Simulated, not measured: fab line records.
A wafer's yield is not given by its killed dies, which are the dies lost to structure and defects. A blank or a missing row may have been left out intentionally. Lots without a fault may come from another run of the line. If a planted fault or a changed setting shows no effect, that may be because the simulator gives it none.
The tool behind it: which one? / flow sky130 / 12 lots, 36 wafers sampled, at 5 steps of a route of 708

== WHAT EACH GAUGE READ, for each wafer ==
SKY_POLY_CUT_OVL_MEAS_09.
lot=L553; measured=day 24 14:23; on=overlay-02; POLY_CUT_OVL (nm)=-2 4 -3
lot=L555; measured=day 25 06:26; on=overlay-02; POLY_CUT_OVL (nm)=9 1 2
lot=L556; measured=day 25 10:11; on=overlay-01; POLY_CUT_OVL (nm)=-14 -3 -8
lot=L557; measured=day 25 16:59; on=overlay-02; POLY_CUT_OVL (nm)=2 -1 -3
lot=L558; measured=day 26 07:17; on=overlay-01; POLY_CUT_OVL (nm)=-7 -4 1
lot=L561; measured=day 27 07:41; on=overlay-02; POLY_CUT_OVL (nm)=-3 -3 -1
lot=L566; measured=day 29 08:02; on=overlay-01; POLY_CUT_OVL (nm)=0 -9 -2
lot=L569; measured=day 30 04:05; on=overlay-01; POLY_CUT_OVL (nm)=-5 -3 -2
lot=L570; measured=day 30 11:38; on=overlay-02; POLY_CUT_OVL (nm)=0 -14 3
lot=L572; measured=day 30 22:44; on=overlay-01; POLY_CUT_OVL (nm)=0 -4 2
lot=L575; measured=day 32 04:47; on=overlay-02; POLY_CUT_OVL (nm)=1 2 -5
lot=L576; measured=day 32 09:29; on=overlay-01; POLY_CUT_OVL (nm)=-3 1 2

SKY_LOCAL_INTERCONNECT_THK_MEAS_02: measures by xrf.
lot=L553; measured=day 29 15:43; on=film metro-02; LOCAL_INTERCONNECT_TIN_THK (nm)=103.8 101.3 102.4
lot=L555; measured=day 30 06:26; on=film metro-02; LOCAL_INTERCONNECT_TIN_THK (nm)=99.9 100.7 100.2
lot=L556; measured=day 30 10:15; on=film metro-01; LOCAL_INTERCONNECT_TIN_THK (nm)=100.7 98.9 100.7
lot=L557; measured=day 30 16:43; on=film metro-01; LOCAL_INTERCONNECT_TIN_THK (nm)=98.1 98.3 98.2
lot=L558; measured=day 31 04:52; on=film metro-04; LOCAL_INTERCONNECT_TIN_THK (nm)=102.2 101.6 102.4
lot=L561; measured=day 32 05:17; on=film metro-02; LOCAL_INTERCONNECT_TIN_THK (nm)=101.0 101.4 100.3
lot=L566; measured=day 34 03:10; on=film metro-04; LOCAL_INTERCONNECT_TIN_THK (nm)=99.5
lot=L569; measured=day 34 22:43; on=film metro-02; LOCAL_INTERCONNECT_TIN_THK (nm)=102.5 103.5 104.4
lot=L570; measured=day 35 04:32; on=film metro-04; LOCAL_INTERCONNECT_TIN_THK (nm)=100.8 101.1 100.9
lot=L572; measured=day 35 14:31; on=film metro-02; LOCAL_INTERCONNECT_TIN_THK (nm)=101.4 101.6 100.7
lot=L575; measured=day 36 19:22; on=film metro-02; LOCAL_INTERCONNECT_TIN_THK (nm)=102.0 103.0 102.1
lot=L576; measured=day 36 23:07; on=film metro-02; LOCAL_INTERCONNECT_TIN_THK (nm)=102.7 101.1 104.8

== EACH LOT AND THE TOOL THAT RAN IT (in order: tool; ch and the chambers of the sampled wafers; start) ==
lot=L553; SKY_LI_CONTACT_ETCH_15=rie diel-02 ch 0,3, day 29 14:25; SKY_LI_CONTACT_STRIP_16=plasma asher-02 ch 0,1, day 29 14:30; SKY_LI_CONTACT_SPUTTER_20=pvd sputter-03, day 29 14:52
lot=L555; SKY_LI_CONTACT_ETCH_15=rie diel-02 ch 0,1,3, day 30 05:07; SKY_LI_CONTACT_STRIP_16=plasma asher-04 ch 0,1, day 30 05:12; SKY_LI_CONTACT_SPUTTER_20=pvd sputter-01, day 30 05:34
lot=L556; SKY_LI_CONTACT_ETCH_15=rie diel-01 ch 2,3, day 30 08:55; SKY_LI_CONTACT_STRIP_16=plasma asher-04 ch 0,1, day 30 09:02; SKY_LI_CONTACT_SPUTTER_20=pvd sputter-01, day 30 09:23
lot=L557; SKY_LI_CONTACT_ETCH_15=rie diel-02 ch 1,2,3, day 30 15:22; SKY_LI_CONTACT_STRIP_16=plasma asher-03 ch 0,1, day 30 15:27; SKY_LI_CONTACT_SPUTTER_20=pvd sputter-04, day 30 15:51
lot=L558; SKY_LI_CONTACT_ETCH_15=rie diel-04 ch 2,3, day 31 03:34; SKY_LI_CONTACT_STRIP_16=plasma asher-04 ch 0,1, day 31 03:39; SKY_LI_CONTACT_SPUTTER_20=pvd sputter-01, day 31 04:01
lot=L561; SKY_LI_CONTACT_ETCH_15=rie diel-01 ch 1,2,3, day 32 03:52; SKY_LI_CONTACT_STRIP_16=plasma asher-02 ch 0,1, day 32 03:57; SKY_LI_CONTACT_SPUTTER_20=pvd sputter-03, day 32 04:20
lot=L566; SKY_LI_CONTACT_ETCH_15=rie diel-02 ch 0,2, day 34 01:49; SKY_LI_CONTACT_STRIP_16=plasma asher-04 ch 0,1, day 34 01:54; SKY_LI_CONTACT_SPUTTER_20=pvd sputter-04, day 34 02:16
lot=L569; SKY_LI_CONTACT_ETCH_15=rie diel-01 ch 1,2, day 34 21:25; SKY_LI_CONTACT_STRIP_16=plasma asher-03 ch 0,1, day 34 21:30; SKY_LI_CONTACT_SPUTTER_20=pvd sputter-03, day 34 21:52
lot=L570; SKY_LI_CONTACT_ETCH_15=rie diel-01 ch 2,3, day 35 03:13; SKY_LI_CONTACT_STRIP_16=plasma asher-03 ch 0,1, day 35 03:18; SKY_LI_CONTACT_SPUTTER_20=pvd sputter-01, day 35 03:40
lot=L572; SKY_LI_CONTACT_ETCH_15=rie diel-04 ch 1,2, day 35 13:10; SKY_LI_CONTACT_STRIP_16=plasma asher-03 ch 0,1, day 35 13:17; SKY_LI_CONTACT_SPUTTER_20=pvd sputter-04, day 35 13:38
lot=L575; SKY_LI_CONTACT_ETCH_15=rie diel-02 ch 1,3, day 36 18:04; SKY_LI_CONTACT_STRIP_16=plasma asher-03 ch 0,1, day 36 18:09; SKY_LI_CONTACT_SPUTTER_20=pvd sputter-03, day 36 18:31
lot=L576; SKY_LI_CONTACT_ETCH_15=rie diel-04 ch 0,1,2, day 36 21:40; SKY_LI_CONTACT_STRIP_16=plasma asher-04 ch 0,1, day 36 21:45; SKY_LI_CONTACT_SPUTTER_20=pvd sputter-03, day 36 22:07
- SKY_LI_CONTACT_ETCH_15: etches PSG in C4F8/O2/Ar, stops on Si, target depth 600 nm.
- SKY_LI_CONTACT_STRIP_16: strips in O2/N2.
- SKY_LI_CONTACT_SPUTTER_20: material TiN, target thk 20 nm, time 80 s.

== AS READ BY THE TOOLS THEMSELVES (means over the sampled wafers that have a number; for cases with no such wafer, the mark the record gives instead) ==
SKY_LI_CONTACT_ETCH_15.
lot=L553; tool=rie diel-02; bias w (W)=1198; oes product au (a.u.)=0.841
lot=L555; tool=rie diel-02; bias w (W)=1199; oes product au (a.u.)=0.836
lot=L556; tool=rie diel-01; bias w (W)=1199; oes product au (a.u.)=0.835
lot=L557; tool=rie diel-02; bias w (W)=1204; oes product au (a.u.)=0.838
lot=L558; tool=rie diel-04; bias w (W)=1202; oes product au (a.u.)=0.837
lot=L561; tool=rie diel-01; bias w (W)=1201; oes product au (a.u.)=0.831
lot=L566; tool=rie diel-02; bias w (W)=1202; oes product au (a.u.)=0.801
lot=L569; tool=rie diel-01; bias w (W)=1194; oes product au (a.u.)=0.839
lot=L570; tool=rie diel-01; bias w (W)=1200; oes product au (a.u.)=0.837
lot=L572; tool=rie diel-04; bias w (W)=1196; oes product au (a.u.)=0.838
lot=L575; tool=rie diel-02; bias w (W)=1193; oes product au (a.u.)=0.840
lot=L576; tool=rie diel-04; bias w (W)=1199; oes product au (a.u.)=0.838

SKY_LI_CONTACT_STRIP_16.
lot=L553; tool=plasma asher-02; drypump motor current A (A)=5.5; oes product au (a.u.)=0.370; strip time to endpoint s (s)=3.42
lot=L555; tool=plasma asher-04; drypump motor current A (A)=6.1; oes product au (a.u.)=0.369; strip time to endpoint s (s)=3.45
lot=L556; tool=plasma asher-04; drypump motor current A (A)=6.1; oes product au (a.u.)=0.379; strip time to endpoint s (s)=3.50
lot=L557; tool=plasma asher-03; drypump motor current A (A)=5.8; oes product au (a.u.)=0.375; strip time to endpoint s (s)=3.49
lot=L558; tool=plasma asher-04; drypump motor current A (A)=6.1; oes product au (a.u.)=0.374; strip time to endpoint s (s)=3.49
lot=L561; tool=plasma asher-02; drypump motor current A (A)=5.2; oes product au (a.u.)=0.380; strip time to endpoint s (s)=3.50
lot=L566; tool=plasma asher-04; drypump motor current A (A)=6.1; oes product au (a.u.)=0.395; strip time to endpoint s (s)=3.88
lot=L569; tool=plasma asher-03; drypump motor current A (A)=5.7; oes product au (a.u.)=0.375; strip time to endpoint s (s)=3.52
lot=L570; tool=plasma asher-03; drypump motor current A (A)=5.7; oes product au (a.u.)=0.379; strip time to endpoint s (s)=3.51
lot=L572; tool=plasma asher-03; drypump motor current A (A)=5.7; oes product au (a.u.)=0.372; strip time to endpoint s (s)=3.50
lot=L575; tool=plasma asher-03; drypump motor current A (A)=5.9; oes product au (a.u.)=0.380; strip time to endpoint s (s)=3.50
lot=L576; tool=plasma asher-04; drypump motor current A (A)=6.0; oes product au (a.u.)=0.370; strip time to endpoint s (s)=3.50

SKY_LI_CONTACT_SPUTTER_20.
lot=L553; tool=pvd sputter-03; throttle valve pct (%)=29.8
lot=L555; tool=pvd sputter-01; throttle valve pct (%)=28.9
lot=L556; tool=pvd sputter-01; throttle valve pct (%)=29.3
lot=L557; tool=pvd sputter-04; throttle valve pct (%)=30.0
lot=L558; tool=pvd sputter-01; throttle valve pct (%)=29.2
lot=L561; tool=pvd sputter-03; throttle valve pct (%)=30.3
lot=L566; tool=pvd sputter-04; throttle valve pct (%)=29.6
lot=L569; tool=pvd sputter-03; throttle valve pct (%)=30.7
lot=L570; tool=pvd sputter-01; throttle valve pct (%)=29.5
lot=L572; tool=pvd sputter-04; throttle valve pct (%)=30.2
lot=L575; tool=pvd sputter-03; throttle valve pct (%)=29.1
lot=L576; tool=pvd sputter-03; throttle valve pct (%)=30.0

== THE ANSWER, worked out from the rows above alone ==
Rule: usual is defined by the lots themselves. The widest of any qualifying gaps counts: lots, ordered by their means at a reading, are off when they make up no more than a third of the lots, leave a main group of 4 or more, and stand apart from it by 3 or more times the standard deviation of that group's means. A main group whose means are all the same, to the digits that the tables above print for the reading, isn't used. A lot without any number at a reading at which 4 lots or more have one is off too. Where the step has rows for the other lots, those lots are counted as sound. First the gauges in route order, then the tools' own readings, where a lot's mean is used as printed above. At the first step where some lot is off, the reading lying furthest off is the one used; lots without a number count as furthest.
Off, at SKY_LI_CONTACT_ETCH_15 on oes product au: L566. The main group has a mean of 0.837 a.u. with a standard deviation of 0.0026.
If a tool, at that step or one of the process steps before it, ran each lot that is off and ran no sound lot following the first of them, it fits. Not one of the candidates tried fits.

== WHAT WAS PUT IN BY THE SIMULATOR ==
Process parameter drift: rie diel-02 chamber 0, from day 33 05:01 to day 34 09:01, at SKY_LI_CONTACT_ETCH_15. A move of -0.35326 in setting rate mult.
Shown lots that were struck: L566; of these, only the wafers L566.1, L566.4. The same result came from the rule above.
